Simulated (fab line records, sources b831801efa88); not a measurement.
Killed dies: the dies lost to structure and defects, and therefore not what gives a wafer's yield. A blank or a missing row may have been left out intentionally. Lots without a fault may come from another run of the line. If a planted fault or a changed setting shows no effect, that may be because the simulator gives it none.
Chamber matching    flow gf180mcu    GF_V5_CMP_04 on cmp-02 has 4 sister chambers
The step polishes SiO2. 4 wafers are shown with their chamber, then 7 later ones without.

## EACH WAFER AND ITS CHAMBER
wafer   chamber  motor current A (A)
L226.2  2        10.9
L226.4  3        11.9
L227.1  1        11.9
L227.2  0        12.8

## WAFERS MISSING THEIR CHAMBER
wafer   motor current A (A)
L227.3  12.3
L228.1  11.6
L228.5  11.5
L228.6  11.5
L230.1  12.8
L230.2  11.3
L230.3  11.8

## WHICH CHAMBER EACH WENT THROUGH
wafer   from the rows above           in truth
L227.3  can't be placed: 1 or 3 or 0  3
L228.1  can't be placed: 1 or 3 or 2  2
L228.5  can't be placed: 1 or 3 or 2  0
L228.6  can't be placed: 1 or 3 or 2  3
L230.1  0                             0
L230.2  can't be placed: 2 or 1 or 3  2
L230.3  can't be placed: 1 or 3       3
Correct placement for 1 of the 7. Unplaceable from these rows: 6, with the true chamber sitting among the candidates in 5. Placed wrongly: 0.
How it was worked out, from the rows above alone: a wafer's distance from a chamber is the root of the sum, over the readings, of the square of ((its reading less the chamber's mean) divided by the reading's scatter). The wafer belongs to the nearest chamber; if the next one is less than 2 further off, it can't be placed. Each chamber's mean is taken over the wafers shown for it. The scatter (one wafer shown for each chamber): square how far every hidden wafer sits from the nearest shown wafer, average those squares and take the square root.
